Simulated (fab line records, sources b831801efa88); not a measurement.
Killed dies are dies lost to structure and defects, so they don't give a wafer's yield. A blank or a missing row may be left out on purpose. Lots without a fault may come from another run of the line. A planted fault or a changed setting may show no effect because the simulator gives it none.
fab line records | flow sky130
record lots=5 wafers=15 last_day=50
route steps=708 shown LDD_HVP@288 LDD_LDN@289 SPACER@304 POLY_CUT@307 SD_P@320
lots that met no fault: from a run of the same line without faults
start_h: hours from the record's first day to the start of the lot's first wafer shown | wait_h: hours since the lot's step before | " the same as in the row above | L1.1+2: a row that stands for several wafers | - no value, or no start given | * or withheld: withheld | < > ~ a bound
route shown NAME@n: a module of which the file shows steps, and the number in the route of the first | usual: mean/standard deviation of fault-free wafers | same: alike in all rows | chamber/n: place in a boat | sites: the reading at each site | _std_site: their standard deviation | _edge_site: outer sites' mean less inner sites' | radius_mm: how far each site lies from the wafer's centre | mask NAME#n: copy n | behind: the tool/chamber that last shaped the wafer | hold: why the lot was held/for how many hours/how that ended | device: the transistor (n, p or np) that didn't switch | end of line: the same wafers' tests at the end of the route | a step without rows: its recipe alone | killed: dies lost to structure and defects at the first sort, not the wafer's yield | map: a wafer's dies, x killed, . not, _ none there
set.NAME: the setting as run; set.NAME@STEP: as run at that earlier step | model.NAME: the simulator's own value behind a step, which no gauge read
lots at some steps of the route; a table a step, a row a wafer
services: from which hour (start_h, from the record's first day; less than 0 if before it) a tool's chamber was out of use, for how many hours, and why
## steps
# step SKY_LDD_HVP_TW_MEAS_10
# usual LDD_HVP_TW=456.2/1.8
# columns lot.wafer tool chamber start_h wait_h LDD_HVP_TW
L082.1 film_metro-04 - 574.90 0.1 458.2
L082.3 " - " " 457.6
L082.4 " - " " 458.1
L086.3 film_metro-02 - 601.71 0.1 457.8
L086.4 " - " " 457.6
L086.5 " - " " 459.8
L085.1 film_metro-01 - 603.11 0.1 453.8
L085.2 " - " " 453.4
L085.3 " - " " 454.9
L090.2 film_metro-01 - 665.47 0.1 459.4
L090.3 " - " " 459.4
L090.4 " - " " 455.9
L094.2 film_metro-04 - 686.50 0.1 454.1
L094.3 " - " " 455.1
L094.6 " - " " 454.9
# step SKY_LDD_LDN_DEHYDRATE_00
# recipe temp_c=200 time_s=60
# usual chill_plate_temp_C=22.95/0.091
# columns lot.wafer tool chamber start_h wait_h chill_plate_temp_C
L082.1 litho_track-01 0 588.71 13.8 22.78
L082.3 " 0 " " 22.97
L082.4 " 0 " " 22.98
L086.3 litho_track-01 0 615.61 13.9 22.95
L086.4 " 0 " " 22.74
L086.5 " 0 " " 22.98
L085.1 litho_track-02 0 617.30 14.2 22.79
L085.2 " 0 " " 22.85
L085.3 " 0 " " 22.87
L090.2 litho_track-01 0 679.84 14.4 23.02
L090.3 " 0 " " 23.14
L090.4 " 0 " " 23.09
L094.2 litho_track-02 0 698.92 12.4 23.11
L094.3 " 0 " " 22.93
L094.6 " 0 " " 22.89
# step SKY_LDD_LDN_HMDS_01
# recipe prime_time_s=60 prime_temp_c=120
# usual chill_plate_temp_C=23.00/0.1
# columns lot.wafer tool chamber start_h wait_h chill_plate_temp_C
L082.1 litho_track-01 0 588.86 0.1 23.00
L082.3 " 0 " " 23.03
L082.4 " 0 " " 23.17
L086.3 litho_track-01 0 615.76 0.1 23.05
L086.4 " 0 " " 22.95
L086.5 " 0 " " 22.96
L085.1 litho_track-02 0 617.45 0.1 22.88
L085.2 " 0 " " 23.07
L085.3 " 0 " " 22.83
L090.2 litho_track-01 0 679.99 0.1 23.05
L090.3 " 0 " " 22.91
L090.4 " 0 " " 23.14
L094.2 litho_track-02 0 699.07 0.1 23.15
L094.3 " 0 " " 23.09
L094.6 " 0 " " 23.17
# step SKY_LDD_LDN_COAT_02
# recipe resist=NOVOLAK spin_rpm=3000 resist_thk_nm=1140
# usual chill_plate_temp_C=22.98/0.11 dispense_pressure_kPa=50.3/1.3
# columns lot.wafer tool chamber start_h wait_h chill_plate_temp_C dispense_pressure_kPa
L082.1 litho_track-01 0 589.01 0.1 23.07 51.8
L082.3 " 0 " " 22.86 51.9
L082.4 " 0 " " 22.97 51.8
L086.3 litho_track-01 0 615.91 0.1 22.99 51.8
L086.4 " 0 " " 22.72 51.8
L086.5 " 0 " " 22.95 51.8
L085.1 litho_track-02 0 617.60 0.1 22.87 48.9
L085.2 " 0 " " 22.88 48.9
L085.3 " 0 " " 23.02 48.9
L090.2 litho_track-01 0 680.14 0.1 22.74 51.8
L090.3 " 0 " " 22.96 51.8
L090.4 " 0 " " 23.09 51.8
L094.2 litho_track-02 0 699.22 0.1 22.99 48.8
L094.3 " 0 " " 22.95 48.8
L094.6 " 0 " " 22.88 48.8
# step SKY_LDD_LDN_SOFTBAKE_03
# recipe temp_c=90 time_s=60 resist=NOVOLAK
# usual chill_plate_temp_C=23.01/0.11
# columns lot.wafer tool chamber start_h wait_h chill_plate_temp_C
L082.1 litho_track-01 0 589.16 0.1 22.91
L082.3 " 0 " " 23.11
L082.4 " 0 " " 23.05
L086.3 litho_track-01 0 616.06 0.1 22.82
L086.4 " 0 " " 23.00
L086.5 " 0 " " 22.91
L085.1 litho_track-02 0 617.75 0.1 23.09
L085.2 " 0 " " 22.98
L085.3 " 0 " " 23.01
L090.2 litho_track-01 0 680.29 0.1 22.87
L090.3 " 0 " " 23.05
L090.4 " 0 " " 23.09
L094.2 litho_track-02 0 699.37 0.1 23.15
L094.3 " 0 " " 23.05
L094.6 " 0 " " 23.07
# step SKY_LDD_LDN_EXPOSE_04
# recipe mask_id=LDNTM na=0.6 source_shape=conventional sigma_outer=0.6 polarization=unpolarized target_cd_nm=700 dose_mj=140
# columns lot.wafer tool chamber start_h wait_h mask
L082.1+3+4 iline_stepper-01 0 - - LDNTM#0
L086.3+4+5 iline_stepper-02 0 - - LDNTM#0
L085.1+2+3 iline_stepper-02 0 - - LDNTM#0
L090.2+3+4 iline_stepper-01 0 - - LDNTM#0
L094.2+3+6 iline_stepper-02 0 - - LDNTM#0
# step SKY_LDD_LDN_PEB_05
# recipe temp_c=withheld time_s=* resist=NOVOLAK
# usual chill_plate_temp_C=*
# columns lot.wafer tool chamber start_h wait_h chill_plate_temp_C
L082.1 litho_track-01 0 - - *
L082.3 " 0 " " *
L082.4 " 0 " " *
L086.3 litho_track-03 0 - - *
L086.4 " 0 " " *
L086.5 " 0 " " *
L085.1 litho_track-01 0 - - *
L085.2 " 0 " " *
L085.3 " 0 " " *
L090.2 litho_track-02 0 - - *
L090.3 " 0 " " *
L090.4 " 0 " " *
L094.2 litho_track-02 0 - - *
L094.3 " 0 " " *
L094.6 " 0 " " *
# step SKY_LDD_LDN_DEVELOP_06
# recipe resist=NOVOLAK developer=TMAH develop_time_s=60 dev_temp_c=23
# usual chill_plate_temp_C=23.00/0.11
# columns lot.wafer tool chamber start_h wait_h chill_plate_temp_C
L082.1 litho_track-01 0 603.66 0.1 23.08
L082.3 " 0 " " 23.13
L082.4 " 0 " " 23.03
L086.3 litho_track-03 0 630.61 0.1 23.06
L086.4 " 0 " " 23.15
L086.5 " 0 " " 23.13
L085.1 litho_track-01 0 632.01 0.1 23.04
L085.2 " 0 " " 23.08
L085.3 " 0 " " 22.92
L090.2 litho_track-02 0 693.12 0.1 22.84
L090.3 " 0 " " 23.03
L090.4 " 0 " " 22.98
L094.2 litho_track-02 0 713.22 0.1 22.99
L094.3 " 0 " " 23.03
L094.6 " 0 " " 23.17
# step SKY_LDD_LDN_OVL_MEAS_07
# usual LDD_LDN_OVL=-0.9/1.4
# columns lot.wafer tool chamber start_h wait_h LDD_LDN_OVL[nm]
L082.1 overlay-01 - 603.81 0.1 0.4
L082.3 " - " " -0.3
L082.4 " - " " -0.3
L086.3 overlay-01 - 630.72 0.1 -1.9
L086.4 " - " " -3.4
L086.5 " - " " -2.2
L085.1 overlay-01 - 632.16 0.1 1.4
L085.2 " - " " 1.2
L085.3 " - " " -1.5
L090.2 overlay-02 - 693.25 0.1 -3.1
L090.3 " - " " -2.5
L090.4 " - " " -2.1
L094.2 overlay-01 - 713.35 0.1 -1.0
L094.3 " - " " -0.4
L094.6 " - " " -1.7
# step SKY_LDD_LDN_IMPLANT_08
# recipe species=As energy_kev=15 dose_cm2=1.25e+13 tilt_deg=withheld rotation_deg=23
# columns lot.wafer tool chamber start_h wait_h
L082.1+3+4 implanter-03 0 603.85 0.0
L086.3+4+5 implanter-01 0 630.79 0.1
L085.1+2+3 implanter-01 0 632.20 0.0
L090.2+3+4 implanter-04 0 693.31 0.0
L094.2+3+6 implanter-04 0 713.41 0.0
# step SKY_LDD_LDN_IMPLANT_09
# recipe species=As energy_kev=14.88 dose_cm2=1.25e+13 tilt_deg=withheld rotation_deg=113
# columns lot.wafer tool chamber start_h wait_h
L082.1+3+4 implanter-03 0 604.00 0.1
L086.3+4+5 implanter-01 0 630.94 0.1
L085.1+2+3 implanter-01 0 632.35 0.1
L090.2+3+4 implanter-04 0 693.46 0.1
L094.2+3+6 implanter-04 0 713.56 0.1
# step SKY_LDD_LDN_IMPLANT_10
# recipe species=As energy_kev=15 dose_cm2=1.25e+13 tilt_deg=withheld rotation_deg=203
# columns lot.wafer tool chamber start_h wait_h
L082.1+3+4 implanter-03 0 604.15 0.1
L086.3+4+5 implanter-01 0 631.09 0.1
L085.1+2+3 implanter-01 0 632.50 0.1
L090.2+3+4 implanter-04 0 693.61 0.1
L094.2+3+6 implanter-04 0 713.71 0.1
# step SKY_LDD_LDN_IMPLANT_11
# recipe species=As energy_kev=15 dose_cm2=1.25e+13 tilt_deg=withheld rotation_deg=293
# columns lot.wafer tool chamber start_h wait_h
L082.1+3+4 implanter-03 0 604.30 0.1
L086.3+4+5 implanter-01 0 631.24 0.1
L085.1+2+3 implanter-01 0 632.65 0.1
L090.2+3+4 implanter-04 0 693.76 0.1
L094.2+3+6 implanter-04 0 713.86 0.1
# step SKY_LDD_LDN_STRIP_12
# recipe chemistry=O2/N2 power_w=1400 pressure_mtorr=1500 platen_temp_c=withheld o2_flow_sccm=3000 n2_flow_sccm=300 overash_fraction=0.5
# usual drypump_motor_current_A=5.6/0.3 oes_product_au=0.716/0.0042 strip_time_to_endpoint_s=14.19/0.045
# columns lot.wafer tool chamber start_h wait_h drypump_motor_current_A oes_product_au rf_hours_counter_h strip_time_to_endpoint_s
L082.1 plasma_asher-03 0 604.45 0.1 5.4 0.710 48 14.22
L082.3 " 0 " " 5.4 0.717 - 14.25
L082.4 " 1 " " 5.5 0.713 - 14.23
L086.3 plasma_asher-02 0 631.38 0.1 6.0 0.719 - 14.18
L086.4 " 1 " " 5.0 0.720 - 14.20
L086.5 " 1 " " 5.0 0.711 - 14.24
L085.1 plasma_asher-04 0 632.80 0.1 5.9 0.715 90 14.18
L085.2 " 1 " " 5.8 0.716 90 14.16
L085.3 " 1 " " 5.8 0.718 - 14.18
L090.2 plasma_asher-04 0 693.88 0.1 5.8 0.716 96 14.26
L090.3 " 0 " " 5.8 0.721 - 14.18
L090.4 " 1 " " 5.8 0.718 - 14.23
L094.2 plasma_asher-04 0 714.04 0.2 5.8 0.720 98 14.18
L094.3 " 1 " " 5.8 0.718 - 14.19
L094.6 " 0 " " 5.8 0.719 - 14.17
# step SKY_LDD_LDN_TW_MEAS_13
# usual LDD_LDN_TW=1477/7
# columns lot.wafer tool chamber start_h wait_h LDD_LDN_TW
L082.1 film_metro-04 - 604.55 0.1 1491
L082.3 " - " " 1485
L082.4 " - " " 1484
L086.3 film_metro-01 - 631.46 0.1 1474
L086.4 " - " " 1477
L086.5 " - " " 1467
L085.1 film_metro-03 - 632.90 0.1 1468
L085.2 " - " " 1469
L085.3 " - " " 1462
L090.2 film_metro-03 - 693.99 0.1 1474
L090.3 " - " " 1473
L090.4 " - " " 1469
L094.2 film_metro-04 - 714.15 0.1 1480
L094.3 " - " " 1477
L094.6 " - " " 1484
# step SKY_LDD_LDN_CLEAN_14
# recipe chemistry=SC1/SC2 mix=1:4:20 temp_c=70 time_s=150 dry=n2_spin
# columns lot.wafer tool chamber start_h wait_h
L082.1+3+4 wet_bench-01 1 604.61 0.1
L086.3+4+5 wet_bench-03 0 631.50 0.0
L085.1+2+3 wet_bench-01 0 632.96 0.1
L090.2+3+4 wet_bench-03 1 694.04 0.0
L094.2+3+6 wet_bench-03 1 714.20 0.0
# step SKY_SPACER_CVD_00
# recipe material=Si3N4 precursor=DCS/NH3 target_thk_nm=43.1 temp_c=770 time_s=740 pressure_mtorr=250
# usual spike_tc_upper_C=769.5/0.92 susceptor_temp_C=769.9/0.32
# columns lot.wafer tool chamber start_h wait_h spike_tc_upper_C susceptor_temp_C
L082.1 lpcvd-02 0 604.66 0.0 769.0 770.0
L082.3 " 0 " " 770.5 769.6
L082.4 " 0 " " 771.5 770.1
L086.3 lpcvd-02 1 631.55 0.0 771.0 769.7
L086.4 " 1 " " 768.4 770.2
L086.5 " 1 " " 770.4 770.5
L085.1 lpcvd-02 1 633.01 0.0 769.7 770.1
L085.2 " 1 " " 770.2 769.4
L085.3 " 1 " " 772.1 769.5
L090.2 lpcvd-02 1 694.64 0.5 768.4 770.3
L090.3 " 1 " " 770.4 770.0
L090.4 " 1 " " 769.7 769.7
L094.2 lpcvd-02 0 714.34 0.1 769.1 769.8
L094.3 " 0 " " 771.0 769.7
L094.6 " 0 " " 768.6 769.7
# step SKY_SPACER_THK_MEAS_01
# recipe reads=Si3N4_of_SPACER_CVD_00
# usual SPACER_CVD_00_THK=43.1/0.45
# columns lot.wafer tool chamber start_h wait_h SPACER_CVD_00_THK[nm]
L082.1 film_metro-02 - 605.86 0.0 43.8
L082.3 " - " " 44.0
L082.4 " - " " 43.5
L086.3 film_metro-01 - 632.78 0.0 42.9
L086.4 " - " " 42.9
L086.5 " - " " 43.0
L085.1 film_metro-02 - 634.21 0.0 43.0
L085.2 " - " " 43.3
L085.3 " - " " 43.2
L090.2 film_metro-02 - 695.85 0.0 42.8
L090.3 " - " " 42.8
L090.4 " - " " 42.7
L094.2 film_metro-01 - 715.56 0.0 42.7
L094.3 " - " " 42.5
L094.6 " - " " 42.4
# step SKY_SPACER_ETCHBACK_02
# recipe chemistry=CH3F/O2 target=Si3N4 stop_on=SiO2 source_w=400 bias_w=80 pressure_mtorr=25 ch3f_flow_sccm=40 O2_flow_sccm=30 time_s=46.7 target_depth_a=450
# usual drypump_motor_current_A=5.5/0.43 oes_product_au=0.855/0.0063 throttle_valve_pct=10.563/0.0097
# columns lot.wafer tool chamber start_h wait_h drypump_motor_current_A oes_product_au rf_hours_counter_h throttle_valve_pct
L082.1 rie_diel-02 2 605.92 0.1 5.2 0.857 24 10.560
L082.3 " 3 " " 5.5 0.860 13 10.550
L082.4 " 0 " " 5.5 0.861 14 10.588
L086.3 rie_diel-01 3 632.82 0.0 5.0 0.859 60 10.559
L086.4 " 0 " " 5.4 0.850 33 10.550
L086.5 " 3 " " 5.0 0.858 - 10.565
L085.1 rie_diel-02 1 634.27 0.1 5.7 0.854 8 10.553
L085.2 " 2 " " 5.2 0.850 25 10.573
L085.3 " 0 " " 5.5 0.861 14 10.558
L090.2 rie_diel-03 2 695.90 0.0 5.4 0.855 8 10.571
L090.3 " 3 " " 5.8 0.859 38 10.570
L090.4 " 0 " " 6.1 0.854 1 10.545
L094.2 rie_diel-03 1 715.61 0.0 4.6 0.859 7 10.556
L094.3 " 2 " " 5.4 0.848 9 10.555
L094.6 " 0 " " 6.1 0.843 - 10.550
# step SKY_POLY_CUT_DEHYDRATE_00
# recipe temp_c=200 time_s=60
# usual chill_plate_temp_C=23.00/0.11
# columns lot.wafer tool chamber start_h wait_h chill_plate_temp_C
L082.1 litho_track-03 0 620.26 14.3 22.87
L082.3 " 0 " " 22.86
L082.4 " 0 " " 22.85
L086.3 litho_track-03 0 646.51 13.7 22.87
L086.4 " 0 " " 23.12
L086.5 " 0 " " 22.97
L085.1 litho_track-02 0 648.50 14.2 22.97
L085.2 " 0 " " 22.92
L085.3 " 0 " " 22.95
L090.2 litho_track-03 0 709.58 13.7 23.07
L090.3 " 0 " " 22.92
L090.4 " 0 " " 23.14
L094.2 litho_track-02 0 728.27 12.6 23.02
L094.3 " 0 " " 23.15
L094.6 " 0 " " 23.02
# step SKY_POLY_CUT_HMDS_01
# recipe prime_time_s=60 prime_temp_c=120
# usual chill_plate_temp_C=23.02/0.1
# columns lot.wafer tool chamber start_h wait_h chill_plate_temp_C
L082.1 litho_track-03 0 620.41 0.1 22.98
L082.3 " 0 " " 23.06
L082.4 " 0 " " 23.06
L086.3 litho_track-03 0 646.66 0.1 22.93
L086.4 " 0 " " 22.99
L086.5 " 0 " " 23.14
L085.1 litho_track-02 0 648.65 0.1 23.05
L085.2 " 0 " " 23.01
L085.3 " 0 " " 23.11
L090.2 litho_track-03 0 709.73 0.1 22.82
L090.3 " 0 " " 23.02
L090.4 " 0 " " 23.02
L094.2 litho_track-02 0 728.42 0.1 23.08
L094.3 " 0 " " 23.05
L094.6 " 0 " " 22.91
# step SKY_POLY_CUT_COAT_02
# recipe resist=BARC temp_c=withheld time_s=withheld spin_rpm=3000 resist_thk_nm=60
# usual chill_plate_temp_C=* dispense_pressure_kPa=51.3/1.9
# columns lot.wafer tool chamber start_h wait_h chill_plate_temp_C dispense_pressure_kPa
L082.1 litho_track-03 0 620.56 0.1 * 50.9
L082.3 " 0 " " * 50.9
L082.4 " 0 " " * 50.9
L086.3 litho_track-03 0 646.81 0.1 * 50.9
L086.4 " 0 " " * 50.9
L086.5 " 0 " " * 50.9
L085.1 litho_track-02 0 648.80 0.1 * 48.9
L085.2 " 0 " " * 48.9
L085.3 " 0 " " * 48.9
L090.2 litho_track-03 0 709.88 0.1 * 50.7
L090.3 " 0 " " * 50.7
L090.4 " 0 " " * 50.8
L094.2 litho_track-02 0 728.57 0.1 * 48.9
L094.3 " 0 " " * 48.9
L094.6 " 0 " " * 48.9
# step SKY_POLY_CUT_COAT_03
# recipe resist=KrF-thick spin_rpm=3000 resist_thk_nm=450
# usual chill_plate_temp_C=23.00/0.11 dispense_pressure_kPa=51.4/1.9
# columns lot.wafer tool chamber start_h wait_h chill_plate_temp_C dispense_pressure_kPa
L082.1 litho_track-03 0 - - 22.90 50.9
L082.3 " 0 " " 22.82 50.9
L082.4 " 0 " " 22.90 50.9
L086.3 litho_track-03 0 - - 23.21 50.9
L086.4 " 0 " " 22.99 50.9
L086.5 " 0 " " 23.11 50.8
L085.1 litho_track-02 0 - - 22.93 48.9
L085.2 " 0 " " 23.03 48.9
L085.3 " 0 " " 23.14 48.9
L090.2 litho_track-03 0 - - 23.06 50.9
L090.3 " 0 " " 22.94 50.9
L090.4 " 0 " " 22.96 50.9
L094.2 litho_track-02 0 - - 23.18 48.8
L094.3 " 0 " " 23.23 48.9
L094.6 " 0 " " 23.01 48.8
# step SKY_POLY_CUT_SOFTBAKE_04
# recipe temp_c=100 time_s=90 resist=KrF-thick
# usual chill_plate_temp_C=23.01/0.093
# columns lot.wafer tool chamber start_h wait_h chill_plate_temp_C
L082.1 litho_track-03 0 - - 22.85
L082.3 " 0 " " 22.93
L082.4 " 0 " " 23.12
L086.3 litho_track-03 0 - - 22.99
L086.4 " 0 " " 22.91
L086.5 " 0 " " 22.81
L085.1 litho_track-02 0 - - 22.92
L085.2 " 0 " " 23.08
L085.3 " 0 " " 22.91
L090.2 litho_track-03 0 - - 23.02
L090.3 " 0 " " 22.96
L090.4 " 0 " " 22.99
L094.2 litho_track-02 0 - - 23.05
L094.3 " 0 " " 22.88
L094.6 " 0 " " 23.18
# step SKY_POLY_CUT_EXPOSE_05
# recipe mask_id=NPCM na=0.8 source_shape=annular sigma_inner=0.55 sigma_outer=0.85 target_cd_nm=270 dose_mj=32
# columns lot.wafer tool chamber start_h wait_h mask
L082.1+3+4 krf_scanner-02 0 - - NPCM#0
L086.3+4+5 krf_scanner-01 0 - - NPCM#0
L085.1+2+3 krf_scanner-01 0 - - NPCM#0
L090.2+3+4 krf_scanner-01 0 - - NPCM#0
L094.2+3+6 krf_scanner-02 0 - - NPCM#0
# step SKY_POLY_CUT_PEB_06
# recipe peb_temp_c=withheld peb_time_s=withheld resist=KrF-thick
# usual chill_plate_temp_C=*
# columns lot.wafer tool chamber start_h wait_h chill_plate_temp_C
L082.1 litho_track-03 0 - - *
L082.3 " 0 " " *
L082.4 " 0 " " *
L086.3 litho_track-04 0 - - *
L086.4 " 0 " " *
L086.5 " 0 " " *
L085.1 litho_track-03 0 - - *
L085.2 " 0 " " *
L085.3 " 0 " " *
L090.2 litho_track-03 0 - - *
L090.3 " 0 " " *
L090.4 " 0 " " *
L094.2 litho_track-04 0 - - *
L094.3 " 0 " " *
L094.6 " 0 " " *
# step SKY_POLY_CUT_DEVELOP_07
# recipe develop_time_s=60 resist=KrF-thick dev_temp_c=21
# usual chill_plate_temp_C=23.00/0.1
# columns lot.wafer tool chamber start_h wait_h chill_plate_temp_C
L082.1 litho_track-03 0 - - 23.05
L082.3 " 0 " " 23.14
L082.4 " 0 " " 23.05
L086.3 litho_track-04 0 - - 22.86
L086.4 " 0 " " 22.93
L086.5 " 0 " " 22.99
L085.1 litho_track-03 0 - - 22.94
L085.2 " 0 " " 22.88
L085.3 " 0 " " 22.80
L090.2 litho_track-03 0 - - 23.03
L090.3 " 0 " " 23.05
L090.4 " 0 " " 23.14
L094.2 litho_track-04 0 - - 22.87
L094.3 " 0 " " 22.89
L094.6 " 0 " " 22.95
# step SKY_POLY_CUT_CD_MEAS_08
# recipe target_cd_nm=270
# usual cd_nm=270.2/1.3
# columns lot.wafer tool chamber start_h wait_h cd_nm
L082.1 cd_sem-01 - 635.36 - 270.5
L082.3 " - " " 270.5
L082.4 " - " " 270.1
L086.3 cd_sem-02 - 661.56 - 270.7
L086.4 " - " " 271.1
L086.5 " - " " 272.2
L085.1 cd_sem-02 - 663.06 - 270.5
L085.2 " - " " 270.1
L085.3 " - " " 270.2
L090.2 cd_sem-01 - 723.98 - 271.4
L090.3 " - " " 269.5
L090.4 " - " " 270.4
L094.2 cd_sem-01 - 742.79 - 270.8
L094.3 " - " " 270.1
L094.6 " - " " 270.7
# step SKY_POLY_CUT_OVL_MEAS_09
# usual POLY_CUT_OVL=-1/5.6
# columns lot.wafer tool chamber start_h wait_h POLY_CUT_OVL[nm]
L082.1 overlay-02 - 635.48 0.1 6
L082.3 " - " " 3
L082.4 " - " " -6
L086.3 overlay-01 - 661.65 0.1 5
L086.4 " - " " 2
L086.5 " - " " -7
L085.1 overlay-02 - 663.18 0.1 4
L085.2 " - " " 4
L085.3 " - " " 2
L090.2 overlay-01 - 724.08 0.1 1
L090.3 " - " " -2
L090.4 " - " " 0
L094.2 overlay-02 - 742.90 0.1 3
L094.3 " - " " 8
L094.6 " - " " -5
# step SKY_POLY_CUT_ETCH_10
# recipe chemistry=N2/H2 target=BARC ion_energy_ev=200 source_w=500 bias_w=100 pressure_mtorr=30 n2_flow_sccm=100 h2_flow_sccm=200 stop_on=SiO2 time_s=44.19 target_depth_a=600
# usual drypump_motor_current_A=5.4/0.45 oes_product_au=0.874/0.0043 throttle_valve_pct=13.225/0.01
# columns lot.wafer tool chamber start_h wait_h drypump_motor_current_A oes_product_au rf_hours_counter_h throttle_valve_pct
L082.1 rie_diel-04 3 635.51 0.0 5.9 0.877 8 13.225
L082.3 " 2 " " 5.0 0.887 11 13.216
L082.4 " 0 " " 4.8 0.876 47 13.231
L086.3 rie_diel-03 1 661.68 0.0 4.6 0.877 6 13.218
L086.4 " 3 " " 5.8 0.870 38 13.229
L086.5 " 2 " " 5.4 0.877 - 13.222
L085.1 rie_diel-01 2 663.21 0.0 5.9 0.872 1 13.207
L085.2 " 1 " " 5.5 0.870 2 13.231
L085.3 " 0 " " 5.4 0.874 34 13.219
L090.2 rie_diel-01 1 724.11 0.0 5.6 0.873 3 13.229
L090.3 " 2 " " 5.9 0.872 3 13.223
L090.4 " 2 " " 5.9 0.878 - 13.235
L094.2 rie_diel-03 3 742.93 0.0 5.8 0.872 39 13.217
L094.3 " 1 " " 4.6 0.875 7 13.236
L094.6 " 0 " " 6.1 0.871 - 13.222
# step SKY_POLY_CUT_ETCH_11
# recipe target=Si3N4 chemistry=CF4/CH2F2/Ar stop_on=poly-Si source_w=600 bias_w=150 pressure_mtorr=40 cf4_flow_sccm=40 ch2f2_flow_sccm=20 Ar_flow_sccm=150 time_s=42.5 target_depth_a=600
# usual drypump_motor_current_A=5.4/0.45 oes_product_au=0.831/0.006 throttle_valve_pct=14.994/0.0097
# columns lot.wafer tool chamber start_h wait_h drypump_motor_current_A oes_product_au rf_hours_counter_h throttle_valve_pct
L082.1 rie_diel-04 3 635.56 0.0 5.9 0.828 8 15.000
L082.3 " 2 " " 5.0 0.834 11 15.001
L082.4 " 0 " " 4.8 0.830 47 15.002
L086.3 rie_diel-03 1 661.72 0.0 4.6 0.837 6 14.993
L086.4 " 3 " " 5.8 0.838 38 14.985
L086.5 " 2 " " 5.4 0.832 - 14.979
L085.1 rie_diel-01 2 663.26 0.0 5.9 0.828 1 14.996
L085.2 " 1 " " 5.5 0.819 2 15.002
L085.3 " 0 " " 5.3 0.825 34 15.008
L090.2 rie_diel-01 1 724.16 0.0 5.5 0.830 3 14.974
L090.3 " 2 " " 5.9 0.828 3 14.981
L090.4 " 2 " " 5.9 0.837 - 14.993
L094.2 rie_diel-03 3 742.97 0.0 5.8 0.827 39 15.002
L094.3 " 1 " " 4.6 0.835 7 14.985
L094.6 " 0 " " 6.1 0.840 - 14.994
# step SKY_POLY_CUT_STRIP_12
# recipe chemistry=O2/N2 power_w=1400 pressure_mtorr=1500 platen_temp_c=withheld o2_flow_sccm=3000 n2_flow_sccm=300 overash_fraction=0.5
# usual drypump_motor_current_A=5.70/0.19 oes_product_au=0.452/0.0047 strip_time_to_endpoint_s=5.371/0.015
# columns lot.wafer tool chamber start_h wait_h drypump_motor_current_A oes_product_au rf_hours_counter_h strip_time_to_endpoint_s
L082.1 plasma_asher-03 0 635.60 0.0 5.38 0.460 51 5.355
L082.3 " 1 " " 5.46 0.443 - 5.368
L082.4 " 0 " " 5.39 0.451 - 5.379
L086.3 plasma_asher-04 0 661.79 0.1 5.84 0.453 - 5.367
L086.4 " 1 " " 5.79 0.458 - 5.373
L086.5 " 1 " " 5.81 0.450 - 5.346
L085.1 plasma_asher-04 0 663.30 0.0 5.85 0.444 93 5.384
L085.2 " 1 " " 5.82 0.458 93 5.350
L085.3 " 0 " " 5.84 0.454 - 5.365
L090.2 plasma_asher-04 0 724.20 0.0 5.84 0.450 99 5.349
L090.3 " 0 " " 5.86 0.457 - 5.373
L090.4 " 1 " " 5.81 0.454 - 5.385
L094.2 plasma_asher-03 0 743.01 0.0 5.39 0.448 62 5.367
L094.3 " 1 " " 5.49 0.457 - 5.357
L094.6 " 0 " " 5.40 0.456 - 5.367
# step SKY_SD_P_DEHYDRATE_00
# recipe temp_c=200 time_s=60
# usual chill_plate_temp_C=23.00/0.11
# columns lot.wafer tool chamber start_h wait_h chill_plate_temp_C
L082.1 litho_track-01 0 650.01 14.4 22.92
L082.3 " 0 " " 22.93
L082.4 " 0 " " 22.96
L086.3 litho_track-01 0 674.66 12.8 22.96
L086.4 " 0 " " 23.03
L086.5 " 0 " " 23.06
L085.1 litho_track-01 0 677.31 14.0 23.02
L085.2 " 0 " " 22.86
L085.3 " 0 " " 22.87
L090.2 litho_track-02 0 738.32 14.1 22.82
L090.3 " 0 " " 23.02
L090.4 " 0 " " 22.94
L094.2 litho_track-04 0 754.55 11.5 22.94
L094.3 " 0 " " 22.96
L094.6 " 0 " " 22.78
# step SKY_SD_P_HMDS_01
# recipe prime_time_s=60 prime_temp_c=120
# usual chill_plate_temp_C=23.00/0.11
# columns lot.wafer tool chamber start_h wait_h chill_plate_temp_C
L082.1 litho_track-01 0 650.16 0.1 23.29
L082.3 " 0 " " 23.27
L082.4 " 0 " " 23.27
L086.3 litho_track-01 0 674.81 0.1 22.99
L086.4 " 0 " " 23.10
L086.5 " 0 " " 22.97
L085.1 litho_track-01 0 677.46 0.1 23.02
L085.2 " 0 " " 22.92
L085.3 " 0 " " 23.01
L090.2 litho_track-02 0 738.47 0.1 23.06
L090.3 " 0 " " 22.93
L090.4 " 0 " " 22.85
L094.2 litho_track-04 0 754.70 0.1 23.06
L094.3 " 0 " " 22.98
L094.6 " 0 " " 22.87
# step SKY_SD_P_COAT_02
# recipe resist=NOVOLAK spin_rpm=3000 resist_thk_nm=1140
# usual chill_plate_temp_C=23.00/0.1 dispense_pressure_kPa=51.7/1.7
# columns lot.wafer tool chamber start_h wait_h chill_plate_temp_C dispense_pressure_kPa
L082.1 litho_track-01 0 650.31 0.1 22.89 51.8
L082.3 " 0 " " 22.96 51.8
L082.4 " 0 " " 22.85 51.8
L086.3 litho_track-01 0 674.96 0.1 22.83 51.8
L086.4 " 0 " " 22.93 51.8
L086.5 " 0 " " 23.12 51.8
L085.1 litho_track-01 0 677.61 0.1 23.02 51.8
L085.2 " 0 " " 22.87 51.8
L085.3 " 0 " " 22.94 51.8
L090.2 litho_track-02 0 738.62 0.1 23.01 48.8
L090.3 " 0 " " 23.09 48.8
L090.4 " 0 " " 22.98 48.9
L094.2 litho_track-04 0 754.85 0.1 22.89 53.8
L094.3 " 0 " " 22.85 53.8
L094.6 " 0 " " 23.03 53.8
## services
# columns tool chamber start_h hours kind
implanter-03 - 587.21 2.6 repair
rie_diel-01 - 588.39 2.8 pm
iline_stepper-02 - 594.62 1.7 pm
krf_scanner-01 - 616.56 1.3 pm
rie_diel-03 1 640.09 6.4 repair
implanter-03 - 640.39 2.4 repair
rie_diel-03 0 641.65 11.6 repair
implanter-04 - 643.70 1.0 repair
implanter-03 - 649.84 1.5 repair
plasma_asher-03 - 668.13 0.4 repair
implanter-03 - 668.44 4.0 repair
rie_diel-03 1 671.64 10.9 repair
implanter-01 - 677.95 6.5 pm
rie_diel-03 0 689.62 3.2 repair
rie_diel-01 3 690.20 9.1 repair
lpcvd-02 - 691.33 0.7 repair
rie_diel-01 - 703.18 2.4 repair
implanter-04 - 705.13 3.1 repair
rie_diel-01 3 716.83 9.0 repair
lpcvd-02 - 726.87 17.2 pm
plasma_asher-04 - 733.75 9.0 pm
rie_diel-01 3 735.48 5.8 repair
implanter-01 - 738.40 3.0 repair
plasma_asher-04 - 753.24 5.1 repair
## key
fault none
